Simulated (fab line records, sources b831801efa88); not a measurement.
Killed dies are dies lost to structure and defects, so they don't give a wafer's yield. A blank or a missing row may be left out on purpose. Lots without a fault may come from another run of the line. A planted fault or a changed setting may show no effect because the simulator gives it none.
Chamber matching | flow sky130 | SKY_POLY_GATE_ETCH_17 on rie_si-01: 4 sister chambers
The step etches poly-Si in HBr/Cl2, stops on SiO2, target depth 180 nm, time 70.5 s. 14 wafers are shown with their chamber, then 7 later ones without.

WAFERS WITH THEIR CHAMBER
wafer  | chamber | drypump_motor_current_A (A) | oes_product_au (a.u.) | throttle_valve_pct (%)
L865.4 | 1       | 5.82                        | 0.986                 | 33.685
L865.5 | 3       | 5.62                        | 0.976                 | 33.683
L865.6 | 2       | 5.65                        | 0.999                 | 33.697
L866.3 | 0       | 5.83                        | 0.989                 | 33.674
L866.4 | 2       | 5.58                        | 0.985                 | 33.672
L866.5 | 3       | 5.62                        | 0.978                 | 33.694
L867.3 | 0       | 5.85                        | 0.977                 | 33.681
L867.5 | 0       | 5.86                        | 0.984                 | 33.685
L867.6 | 1       | 5.81                        | 0.972                 | 33.679
L868.3 | 2       | 5.62                        | 0.983                 | 33.676
L868.4 | 0       | 5.88                        | 0.999                 | 33.667
L868.6 | 2       | 5.63                        | 1.000                 | 33.683
L870.1 | 0       | 5.85                        | 0.983                 | 33.673
L870.5 | 2       | 5.60                        | 0.977                 | 33.688

SIGNATURES (means of the wafers above)
reading                 | chamber 0 | chamber 1 | chamber 2 | chamber 3 | scatter within a chamber
drypump_motor_current_A | 5.8540    | 5.8150    | 5.6160    | 5.6200    | 0.0207
oes_product_au          | 0.98640   | 0.97900   | 0.98880   | 0.97700   | 0.00888
throttle_valve_pct      | 33.67600  | 33.68200  | 33.68320  | 33.68850  | 0.00818
Rule: a wafer's distance from a chamber is the root of the sum, over the readings, of the square of ((its reading less the chamber's mean) divided by the reading's scatter). The wafer belongs to the nearest chamber; if the next one is less than 2 further off, it can't be placed. The scatter: the root of (the sum of the squares of (reading less its chamber's mean) over the shown wafers, divided by (wafers less chambers)).

WAFERS WITHOUT THEIR CHAMBER
wafer  | drypump_motor_current_A (A) | oes_product_au (a.u.) | throttle_valve_pct (%)
L870.6 | 5.79                        | 0.968                 | 33.679
L876.1 | 5.84                        | 0.973                 | 33.679
L876.4 | 5.80                        | 0.970                 | 33.686
L876.5 | 5.58                        | 0.985                 | 33.701
L878.4 | 5.83                        | 0.991                 | 33.680
L878.5 | 5.84                        | 0.988                 | 33.690
L878.6 | 5.63                        | 0.982                 | 33.671

WHICH CHAMBER EACH WENT THROUGH
wafer  | from the rows above     | in truth
L870.6 | can't be placed: 1 or 0 | 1
L876.1 | can't be placed: 1 or 0 | 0
L876.4 | 1                       | 1
L876.5 | can't be placed: 3 or 2 | 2
L878.4 | can't be placed: 0 or 1 | 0
L878.5 | can't be placed: 0 or 1 | 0
L878.6 | can't be placed: 2 or 3 | 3
Placed correctly: 1 of 7. Can't be placed from these rows: 6 (the true chamber is among the candidates in 6). Placed wrongly: 0.
